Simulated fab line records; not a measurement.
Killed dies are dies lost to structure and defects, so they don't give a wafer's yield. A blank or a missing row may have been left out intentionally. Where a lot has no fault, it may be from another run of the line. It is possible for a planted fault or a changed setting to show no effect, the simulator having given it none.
A lot that was struck, set against a sound lot    flow sky130    20 out of 708 route steps
Sound: wafers L257.2, L257.5, L257.6. Wafers struck: L259.4, L259.5, L259.6. The cause is given at the end.
For every step that has rows: the tool of each side, followed by ch and its chambers, followed by its first start. Under that, the readings that differ: sound wafers    struck wafers    difference of the means    sigmas: that difference in standard deviations of wafers without a fault.
alike: words and numbers the same on both sides, and readings whose means are apart by under 2 such deviations; not compared: readings that were withheld, readings missing a value for some wafer, numbers with overlapping values and no deviation given by the record, and bounds like >300 which may hide the same value.
The two part at a step that has a row with sigmas, a row that says differs or no value, or rows on one side only. Non-overlapping numbers with no deviation appear without sigmas and do not part them. Lack of a reading on every wafer of one side parts them only where that side has two or more wafers.

SKY_SONOS_TUNNEL_TW_MEAS_12:
  struck on film metro-01, day 14 04:11; sound on film metro-03, day 13 03:44
reading          sound              struck             difference  sigmas
SONOS_TUNNEL_TW  195.2 194.8 195.8  198.2 198.9 199.3  +3.5        +2
then, 2 steps without rows for these wafers: SKY_SONOS_TUNNEL_CLEAN_13 (cleans in dHF, time 20 s); SKY_SONOS_ONO_OXIDATION_00 (stabilise 600 s, purge 300 s, target thk 2.6 nm).
SKY_SONOS_ONO_THK_MEAS_01:
  struck on film metro-04, day 14 07:01; sound on film metro-02, day 13 05:34
  alike: SONOS_ONO_OXIDATION_THK
then, 1 step without rows for these wafers: SKY_SONOS_ONO_CVD_02 (deposits Si3N4 from DCS/NH3, target thk 10.5 nm, time 180 s).
SKY_SONOS_ONO_THK_MEAS_03:
  struck on film metro-01, day 14 09:38; sound on film metro-01, day 13 10:05
  alike: SONOS_ONO_CVD_02_THK
then, 1 step without rows for these wafers: SKY_SONOS_ONO_CVD_04 (deposits SiO2 from SiH4/N2O, target thk 5.7199 nm).
SKY_SONOS_ONO_THK_MEAS_05:
  struck on film metro-01, day 14 11:34; sound on film metro-04, day 13 11:24
  alike: SONOS_ONO_CVD_04_THK
then, 4 steps without rows for these wafers: SKY_SONOS_ONO_DEHYDRATE_06 (time 60 s); SKY_SONOS_ONO_HMDS_07 (prime time 60 s); SKY_SONOS_ONO_COAT_08 (resist thk 1140 nm); SKY_SONOS_ONO_SOFTBAKE_09 (time 60 s).
SKY_SONOS_ONO_EXPOSE_10: exposes mask ONOM, target cd 410 nm.
  sound on iline stepper-02 ch 0, day 14 00:52; struck on iline stepper-01 ch 0, day 15 01:11
reading               sound                 struck                difference  sigmas
exposure dose mJ cm2  150.20 150.12 150.03  157.63 157.71 157.59  +7.53       +54
  alike: mask
then, 2 steps without rows for these wafers: SKY_SONOS_ONO_PEB_11; SKY_SONOS_ONO_DEVELOP_12 (develop time 60 s).
SKY_SONOS_ONO_CD_MEAS_13 targets a cd of 410 nm.
  struck on cd sem-02, day 15 14:51; sound on cd sem-02, day 14 13:46
reading     sound              struck             difference  sigmas
cd nm (nm)  408.6 407.4 407.8  394.5 393.9 395.5  -13.3       -7
SKY_SONOS_ONO_OVL_MEAS_14:
  struck on overlay-01, day 15 14:56; sound on overlay-01, day 14 13:52
  alike: SONOS_ONO_OVL
SKY_SONOS_ONO_ETCH_15: etches the open film in CHF3/O2, target depth 19.52 nm, time 7.8 s.
  sound on rie diel-02 ch 0,1, day 14 13:54; struck on rie diel-02 ch 1,2,3, day 15 14:57
reading                     sound              struck             difference  sigmas
model.SONOS_ONO.cd nm (nm)  408.7 407.4 407.6  394.2 393.8 395.1  -13.5       
  alike: bias w, drypump motor current A, oes product au, rf fwd power W, throttle valve pct
  not compared: rf hours counter h
then, 1 step without rows for these wafers: SKY_SONOS_ONO_WET_ETCH_16 (etches SiO2 in dHF, target depth 14 nm, time 280 s).
-- a jump in the record: the struck wafers' starts before and after are 33 days apart (it breaks off in module SONOS_ONO and resumes in module PAD_OPEN, where the first step shown is number 708 of the route) --
SKY_PAD_OPEN_PROBE_99:
  rows exist in the record for the struck wafers here (prober-01, day 48 08:19), but not for the sound ones

== WHERE THEY PART ==
Earliest at SKY_SONOS_TUNNEL_TW_MEAS_12; latest, in this record, at SKY_PAD_OPEN_PROBE_99.

WHY: what had been put in by the simulator
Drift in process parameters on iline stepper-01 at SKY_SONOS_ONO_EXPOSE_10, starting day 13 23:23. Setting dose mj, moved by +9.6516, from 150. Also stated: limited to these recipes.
